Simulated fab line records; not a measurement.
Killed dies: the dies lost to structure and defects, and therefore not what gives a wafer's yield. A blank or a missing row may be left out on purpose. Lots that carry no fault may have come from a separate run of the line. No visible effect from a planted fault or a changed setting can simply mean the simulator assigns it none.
The tool behind it: which one?    flow gf180mcu    12 lots, 36 wafers sampled, at 6 steps of a route of 602

## WHAT THE GAUGES SHOWED, per wafer
GF_HV_LDD_OVL_MEAS_08.
lot   measured      on          HV_LDD_OVL (nm)
L789  day 10 13:31  overlay-02  -0.9 1.1 -1.2
L791  day 11 05:58  overlay-01  1.1 -1.2 -0.1
L794  day 12 03:46  overlay-02  -0.4 -0.1 -1.0
L795  day 12 13:12  overlay-02  -1.3 -2.5 -1.2
L796  day 12 21:04  overlay-02  1.1 -0.4 -1.1
L797  day 13 04:43  overlay-02  1.7 3.6 1.6
L799  day 13 18:46  overlay-02  -1.3 -1.1 -0.8
L800  day 13 22:48  overlay-01  0.7 1.5 0.4
L801  day 14 12:02  overlay-02  2.1 1.1 -0.5
L803  day 15 01:16  overlay-02  0.2 -0.1 0.0
L807  day 16 04:57  overlay-01  0.5 1.3 1.2
L810  day 17 01:14  overlay-02  3.1 2.5 3.0

GF_HV_LDD_OVL_MEAS_47.
lot   measured      on          HV_LDD_03_OVL (nm)
L789  day 12 23:37  overlay-01  0.6 1.3 0.8
L791  day 13 17:31  overlay-02  -0.4 -0.6 -1.0
L794  day 14 17:54  overlay-01  2.5 1.0 0.4
L795  day 15 04:31  overlay-02  0.5 -0.1 1.6
L796  day 15 11:19  overlay-01  -0.2 -0.9 -0.1
L797  day 15 19:40  overlay-01  -2.0 -1.8 -1.0
L799  day 16 11:32  overlay-01  2.7 3.1 2.4
L800  day 16 15:40  overlay-02  -0.2 -0.5 -0.4
L801  day 17 06:14  overlay-02  -0.8 -1.8 -0.7
L803  day 17 20:12  overlay-01  3.0 3.3 2.3
L807  day 19 03:27  overlay-02  -1.5 -0.3 -0.6
L810  day 20 00:19  overlay-01  -1.3 -0.6 0.9

GF_NSD_TW_MEAS_12.
lot   measured      on             NSD_TW
L789  day 13 23:34  film-metro-04  4238 4250 4238
L791  day 14 16:49  film-metro-04  4242 4232 4237
L794  day 15 18:28  film-metro-03  4206 4223 4209
L795  day 16 07:40  film-metro-01  4336 4336 4358
L796  day 16 12:53  film-metro-01  4323 4340 4342
L797  day 16 21:13  film-metro-04  4232 4249 4292
L799  day 17 12:40  film-metro-01  4303 4361 4347
L800  day 17 17:31  film-metro-01  4309 4290 4309
L801  day 18 13:42  film-metro-01  4347 4329 4338
L803  day 19 00:16  film-metro-03  4208 4213 4211
L807  day 20 07:02  film-metro-03  4216 4214 4203
L810  day 21 04:33  film-metro-03  4216 4222 4237

GF_PSD_RS_MEAS_14: the measuring method here is four-point-probe.
lot   measured      on             NSD_RS (ohm/sq)
L789  day 14 20:35  film-metro-04  46.01 46.07 46.10
L791  day 15 15:24  film-metro-03  46.00 46.12 46.17
L794  day 16 17:23  film-metro-03  45.95 46.12 46.10
L795  day 17 04:53  film-metro-04  46.21 46.30 46.18
L796  day 17 11:29  film-metro-03  46.19 46.32 46.29
L797  day 17 20:11  film-metro-04  46.03 46.08 46.17
L799  day 18 12:34  film-metro-04  45.99 46.23 46.10
L800  day 18 17:10  film-metro-01  50.20 50.07 50.05
L801  day 19 14:21  film-metro-04  50.21 50.24 50.10
L803  day 20 00:02  film-metro-04  50.10 50.23 50.03
L807  day 21 07:14  film-metro-03  46.06 46.14 46.16
L810  day 22 04:31  film-metro-03  46.04 46.09 46.25

## TOOL THAT RAN EACH LOT (tool first, then ch and the chambers of the sampled wafers, then the start)
lot   GF_NSD_IMPLANT_10                GF_NSD_STRIP_11
L789  implanter-03 ch 0, day 13 23:20  plasma-asher-04 ch 0,1, day 13 23:29
L791  implanter-01 ch 0, day 14 16:34  plasma-asher-01 ch 0,1, day 14 16:42
L794  implanter-04 ch 0, day 15 18:15  plasma-asher-03 ch 0,1, day 15 18:23
L795  implanter-03 ch 0, day 16 07:25  plasma-asher-03 ch 0,1, day 16 07:34
L796  implanter-04 ch 0, day 16 12:40  plasma-asher-03 ch 0,1, day 16 12:49
L797  implanter-01 ch 0, day 16 20:58  plasma-asher-04 ch 0,1, day 16 21:07
L799  implanter-01 ch 0, day 17 12:25  plasma-asher-03 ch 0,1, day 17 12:33
L800  implanter-01 ch 0, day 17 17:16  plasma-asher-04 ch 0,1, day 17 17:25
L801  implanter-01 ch 0, day 18 13:28  plasma-asher-04 ch 0,1, day 18 13:35
L803  implanter-01 ch 0, day 19 00:01  plasma-asher-01 ch 0, day 19 00:10
L807  implanter-04 ch 0, day 20 06:47  plasma-asher-03 ch 0,1, day 20 06:56
L810  implanter-03 ch 0, day 21 04:19  plasma-asher-01 ch 0,1, day 21 04:26
- GF_NSD_IMPLANT_10
- GF_NSD_STRIP_11: strips in O2/N2.

## AS READ BY THE TOOLS THEMSELVES (means over the sampled wafers that have a number; for cases with no such wafer, the mark the record gives instead)
GF_NSD_IMPLANT_10.
lot   tool          beam-energy-keV  dose-ions-cm2  end-station-pressure-torr (Torr)  faraday-current-uA
L789  implanter-03  40.017           4.996e+14      7.1e-06                           2789
L791  implanter-01  39.982           5.002e+14      7.6e-06                           2785
L794  implanter-04  40.015           5.001e+14      7.2e-06                           2738
L795  implanter-03  39.991           5.002e+14      7.3e-06                           2763
L796  implanter-04  40.003           4.999e+14      7.5e-06                           2818
L797  implanter-01  40.004           5.004e+14      6.8e-06                           2782
L799  implanter-01  39.987           5.003e+14      7.6e-06                           2805
L800  implanter-01  39.995           1.453e+14      5.6e-06                           809
L801  implanter-01  39.993           1.444e+14      5.6e-06                           787
L803  implanter-01  40.006           1.449e+14      5.5e-06                           801
L807  implanter-04  40.011           4.998e+14      6.9e-06                           2790
L810  implanter-03  40.021           4.998e+14      7.2e-06                           2762

GF_NSD_STRIP_11.
lot   tool             chamber-pressure-mTorr (mTorr)  drypump-motor-current-A (A)  heater-power-w (W)  oes-product-au (a.u.)  strip-time-to-endpoint-s (s)
L789  plasma-asher-04  1500.1                          5.5                          353                 0.482                  22.97
L791  plasma-asher-01  1500.7                          5.6                          346                 0.487                  23.00
L794  plasma-asher-03  1500.2                          5.8                          298                 0.480                  22.98
L795  plasma-asher-03  1499.5                          5.8                          294                 0.483                  22.95
L796  plasma-asher-03  1500.4                          5.8                          296                 0.488                  22.96
L797  plasma-asher-04  1501.0                          5.4                          354                 0.486                  22.94
L799  plasma-asher-03  1499.4                          5.8                          293                 0.485                  22.96
L800  plasma-asher-04  1499.7                          5.4                          360                 0.490                  22.57
L801  plasma-asher-04  1500.1                          5.7                          384                 0.492                  22.59
L803  plasma-asher-01  1499.7                          5.3                          315                 0.493                  22.53
L807  plasma-asher-03  1500.4                          5.8                          294                 0.482                  22.97
L810  plasma-asher-01  1500.5                          5.4                          331                 0.483                  22.98

## THE ANSWER, worked out from the rows above alone
Rule: usual is defined by the lots themselves. The widest of any qualifying gaps counts: lots, ordered by their means at a reading, are off when they make up no more than a third of the lots, leave a main group of 4 or more, and stand apart from it by 3 or more times the standard deviation of that group's means. If all means in a main group match to the digits the tables above print for the reading, that group is not used. Also off: a lot with no number at a reading for which 4 or more lots have one. All remaining lots with rows at the step are treated as sound. The gauges are gone through in route order, then the tools' own readings, and for those a lot's mean is taken as printed above. The first step at which some lot is off is used, and at that step the reading that is off furthest; a lot without a number counts as furthest.
Off: L800, L801, L803, seen at GF_PSD_RS_MEAS_14 (NSD_RS). For the main group the mean is 46.13 ohm/sq and the standard deviation 0.068.
If a tool, at a process step before that reading, ran all the lots that are off and no sound lot after the first of them, it fits. Not tried: the gauges at GF_PSD_RS_MEAS_14; whatever is off there is also off at GF_NSD_IMPLANT_10, on other tools, and gauge error can't account for it. One fits: GF_NSD_IMPLANT_10 on implanter-01. A fault onset in the window from L799 (day 17 12:25, its last sound lot) to L800 (day 17 17:16, its first lot off) fits.
The tool's own readings at GF_NSD_IMPLANT_10 bear it out: on the lots that are off they differ by more than 5 times the standard deviation of the sound lots' means. dose-ions-cm2 reads 1.449e+14 there against 5.000e+14 on the sound lots; end-station-pressure-torr reads 5.6e-06 Torr there against 7.2e-06 Torr on the sound lots; faraday-current-uA reads 799 there against 2781 on the sound lots.

## WHAT THE SIMULATOR HAD PUT IN
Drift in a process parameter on implanter-01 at GF_NSD_IMPLANT_10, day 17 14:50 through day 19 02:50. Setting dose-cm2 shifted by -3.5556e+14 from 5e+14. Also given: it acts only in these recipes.
Struck lots among those shown: L800, L801, L803. This agrees with what the rule above found.
